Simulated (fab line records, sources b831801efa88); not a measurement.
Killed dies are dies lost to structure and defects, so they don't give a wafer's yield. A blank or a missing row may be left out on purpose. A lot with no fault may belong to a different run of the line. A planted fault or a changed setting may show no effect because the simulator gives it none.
Which of the tools did it? | flow gf180mcu | Sampling: 6 lots, 18 wafers, 2 of 602 route steps

WHAT THE GAUGES READ, wafer by wafer
GF_MVSD_TW_MEAS_11.
lot  | measured     | on            | MVSD_TW
L881 | day 5 00:17  | film metro-01 | 1578 1584 1579
L883 | day 5 05:23  | film metro-02 | 1904 1899 1909
L889 | day 6 20:41  | film metro-02 | 1547 1550 1547
L895 | day 8 05:10  | film metro-02 | 1539 1551 1539
L898 | day 8 17:05  | film metro-03 | 1572 1571 1575
L903 | day 10 03:56 | film metro-01 | 1590 1591 1597

EACH LOT AND THE TOOL THAT RAN IT (in order: tool; ch and the chambers of the sampled wafers; start)
lot  | GF_MVSD_IMPLANT_08
L881 | implanter-03 ch 0, day 4 23:54
L883 | implanter-03 ch 0, day 5 04:40
L889 | implanter-01 ch 0, day 6 20:19
L895 | implanter-01 ch 0, day 8 04:46
L898 | implanter-01 ch 0, day 8 16:41
L903 | implanter-03 ch 0, day 10 03:32
- GF_MVSD_IMPLANT_08

THE ANSWER, worked out from the rows above alone
Rule: usual is defined by the lots themselves. Put in order of their means at a reading, lots are off if they are a third of the lots or fewer, leave a main group of 4 or more, and stand apart from it by a gap of 3 or more times the standard deviation of the main group's means; of several such gaps the widest counts. The tables above print the reading to a certain number of digits; a main group whose means all agree to those digits is not used. Also off: a lot with no number at a reading for which 4 or more lots have one. Any other lot the step has rows for is counted as sound.
Off: at GF_MVSD_TW_MEAS_11 (MVSD_TW), L883. For the main group the mean is 1567 and the standard deviation 19.
A tool fits if, at a process step before that reading, it ran every lot that is off, and no sound lot after the first of them. Those tools and the gauges at GF_MVSD_TW_MEAS_11 are tried in the same way. Not one of the candidates tried fits.

WHAT HAD BEEN PUT IN BY THE SIMULATOR
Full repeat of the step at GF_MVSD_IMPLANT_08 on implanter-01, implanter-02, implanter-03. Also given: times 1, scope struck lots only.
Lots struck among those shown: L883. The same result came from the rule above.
